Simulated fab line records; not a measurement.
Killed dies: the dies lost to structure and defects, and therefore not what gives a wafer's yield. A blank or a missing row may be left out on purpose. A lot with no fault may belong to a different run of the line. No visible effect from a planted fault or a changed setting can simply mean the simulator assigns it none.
2 desks looking at one fault | flow gf180mcu | each desk holds nothing but its own numbers, with what lay behind them at the end

## THE METROLOGY DESK
What the gauges read, lot by lot, whatever tool the lot ran on: means of the sampled wafers that have a number. The brackets show how far a lot's mean lies from the usual mean; more than 4 standard deviations puts the lot out of limits, marked OUT.
Columns: A = M3_ALCU_RS at GF_M3_RS_MEAS_05, usual 0.0694 ohm/sq; B = V3_BOW at GF_V3_BOW_MEAS_05, usual 116 um; C = cdNm at GF_V4_CD_MEAS_14, usual 260.1 nm
lot  | first seen here | A      | B   | C
L948 | day 20 05:50    | 0.0705 | 112 | 257.5
L950 | day 21 19:26    | 0.0695 | 101 | 258.6
L953 | day 22 07:34    | 0.0686 | 101 | 262.1
L954 | day 22 12:05    | 0.0701 | 103 | 259.9
L955 | day 23 13:32    | 0.0694 | 120 | 260.4
L956 | day 23 16:55    | 0.0696 | 116 | 260.1
L957 | day 24 09:17    | 0.0697 | 115 | 260.1
L958 | day 24 11:46    | 0.0687 | 93  | 261.7
L959 | day 24 12:17    | 0.0696 | 118 | 260.6
L960 | day 24 14:45    | 0.0685 | 125 | 261.2
L964 | day 26 08:55    | 0.0680 | 129 | 255.8
L966 | day 27 02:51    | 0.0696 | 126 | 258.1
L970 | day 27 13:52    | 0.0693 | 117 | 262.1
This desk's verdict: no lot among the 13 shows anything out of limits.

## TOOL OWNER'S DESK, lithoTrack-03
The tool's own readings at GF_V4_PEB_12 (peb time 90 s): means of the sampled wafers that have a number, for each lot that ran on this tool. The brackets show how far a lot's mean lies from the usual mean; more than 4 standard deviations puts the lot out of limits, marked OUT.
Columns: A = heaterPowerTotalW at GF_V4_PEB_12, usual 85.70 W
lot  | first seen here | A
L956 | day 27 10:37    | 85.68
L960 | day 28 06:25    | 85.63
L964 | day 29 19:34    | 91.28 (+66) OUT
L966 | day 30 10:23    | 88.50 (+33) OUT
Finding of this desk: L964, L966 out of limits; the first was L964 at day 29 19:34, on heaterPowerTotalW at GF_V4_PEB_12. Within limits: L956, L960.

## ALL TOGETHER
At day 29 19:34, on L964, L966, the tool owner's desk was in a position to raise an alarm.
From the metrology desk's view, nothing was out of limits.
The metrology desk holds a record of L964, L966, inside its limits.
All the named lots went through GF_V4_PEB_12 on lithoTrack-03.

## WHAT THE SIMULATOR HAD PUT IN
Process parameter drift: lithoTrack-03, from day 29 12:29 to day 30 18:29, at GF_V4_PEB_12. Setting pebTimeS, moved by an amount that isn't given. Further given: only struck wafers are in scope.
Lots struck among those shown: L964, L966.
Delay in hours, fault start to first out-of-limits reading, by desk: the tool owner's desk at 7.
